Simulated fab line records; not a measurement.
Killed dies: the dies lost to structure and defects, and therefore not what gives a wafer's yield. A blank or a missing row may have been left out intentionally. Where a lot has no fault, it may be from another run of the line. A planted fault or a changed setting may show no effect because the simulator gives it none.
Comparing a struck lot with a sound one | flow sky130 | 20 steps out of a route of 708
Sound: these wafers, L734.1, L734.2, L734.4. Struck: wafers L751.2, L751.3, L751.5. The cause is named last.
Order at every step that has rows: each side's tool, ch and its chambers, its first start. Under that, the readings that differ: sound wafers | struck wafers | difference of the means | sigmas: that difference in standard deviations of wafers without a fault.
alike: a reading whose means differ by less than 2 such deviations, as well as words and numbers matching on both sides. not compared: withheld readings; readings where some wafer has no value; bounds like >300 that might hide an equal value; numbers whose values overlap and for which the record gives no deviation.
The two part at a step that has a row with sigmas, a row that says differs or no value, or rows on one side only. Numbers that don't overlap but have no deviation are shown without sigmas and don't part them. Lack of a reading on every wafer of one side parts them only where that side has two or more wafers.

SKY_SONOS_TUNNEL_TW_MEAS_12:
  struck on filmMetro-02, day 17 07:23; sound on filmMetro-01, day 11 15:26
  alike: SONOS_TUNNEL_TW
then, 2 steps without rows for these wafers: SKY_SONOS_TUNNEL_CLEAN_13 (cleans in dHF, time 20 s); SKY_SONOS_ONO_OXIDATION_00 (stabilise 600 s, purge 300 s, target thk 2.6 nm).
SKY_SONOS_ONO_THK_MEAS_01:
  struck on filmMetro-02, day 17 09:34; sound on filmMetro-02, day 11 18:46
  alike: SONOS_ONO_OXIDATION_THK
then, 1 step without rows for these wafers: SKY_SONOS_ONO_CVD_02 (deposits Si3N4 from DCS/NH3, target thk 10.5 nm, time 180 s).
SKY_SONOS_ONO_THK_MEAS_03:
  struck on filmMetro-02, day 17 12:00; sound on filmMetro-02, day 11 22:45
  alike: SONOS_ONO_CVD_02_THK
then, 1 step without rows for these wafers: SKY_SONOS_ONO_CVD_04 (deposits SiO2 from SiH4/N2O, target thk 5.7199 nm).
SKY_SONOS_ONO_THK_MEAS_05:
  struck on filmMetro-03, day 17 13:19; sound on filmMetro-03, day 12 00:41
  alike: SONOS_ONO_CVD_04_THK
then, 4 steps without rows for these wafers: SKY_SONOS_ONO_DEHYDRATE_06 (time 60 s); SKY_SONOS_ONO_HMDS_07 (prime time 60 s); SKY_SONOS_ONO_COAT_08 (resist thk 1140 nm); SKY_SONOS_ONO_SOFTBAKE_09 (time 60 s).
SKY_SONOS_ONO_EXPOSE_10: exposes mask ONOM, target cd 410 nm.
  sound on ilineStepper-01 ch 0, day 12 12:34; struck on ilineStepper-02 ch 0, day 18 03:50
reading           | sound                | struck               | difference | sigmas
exposureDoseMJCm2 | 149.58 149.34 149.35 | 166.21 166.37 166.52 | +16.94     | +99 or more
  alike: mask
next, for these wafers, 1 step has no rows: SKY_SONOS_ONO_PEB_11.
SKY_SONOS_ONO_DEVELOP_12: develop time 60 s.
  sound on lithoTrack-01 ch 0, day 12 23:34; struck on lithoTrack-03 ch 0, day 18 18:41
reading                   | sound             | struck            | difference | sigmas
model.SONOS_ONO.cdNm (nm) | 411.8 410.9 409.1 | 381.1 382.8 381.2 | -28.9      | 
SKY_SONOS_ONO_CD_MEAS_13: the cd target is 410 nm.
  struck on cdSem-02, day 18 19:16; sound on cdSem-02, day 12 23:43
reading   | sound             | struck            | difference | sigmas
cdNm (nm) | 412.1 410.9 409.3 | 380.9 383.1 381.3 | -29.0      | -14
  not compared: hold
SKY_SONOS_ONO_OVL_MEAS_14:
  struck on overlay-01, day 18 22:49; sound on overlay-02, day 12 23:50
reading            | sound       | struck                                                                  | difference                   | sigmas
hold               | - - -       | awaitDispo/3.4h/release awaitDispo/3.4h/release awaitDispo/3.4h/release | no value on the sound wafers | 
SONOS_ONO_OVL (nm) | 2.0 0.6 0.7 | -2.9 -1.3 -2.1                                                          | -3.2                         | -2
SKY_SONOS_ONO_ETCH_15: etches the open film in CHF3/O2, target depth 19.52 nm, time 7.8 s.
  sound on rieDiel-04 ch 1,2,3, day 12 23:52; struck on rieDiel-04 ch 0,2,3, day 18 22:50
reading                   | sound           | struck            | difference | sigmas
model.SONOS_ONO.cdNm (nm) | 411.9 411.2 409 | 380.9 382.7 381.4 | -29.0      | 
  alike: drypumpMotorCurrentA, oesProductAu, throttleValvePct
  not compared: rfHoursCounterH
then, 1 step without rows for these wafers: SKY_SONOS_ONO_WET_ETCH_16 (etches SiO2 in dHF, target depth 14 nm, time 280 s).
-- record jumps: 31 days separate the struck wafers' starts on either side; left off in module SONOS_ONO, taken up again in module PAD_OPEN, whose first shown step is the route's number 708 --
SKY_PAD_OPEN_PROBE_99:
  record: rows for the struck wafers here (prober-01, day 49 20:21), none for the sound ones

## WHERE THEY PART
Last at SKY_PAD_OPEN_PROBE_99 as far as this record goes, first at SKY_SONOS_ONO_EXPOSE_10.

WHY: whatever the simulator had introduced
Process parameter drift: ilineStepper-02, from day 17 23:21 on, at SKY_SONOS_ONO_EXPOSE_10. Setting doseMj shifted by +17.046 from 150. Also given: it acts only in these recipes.
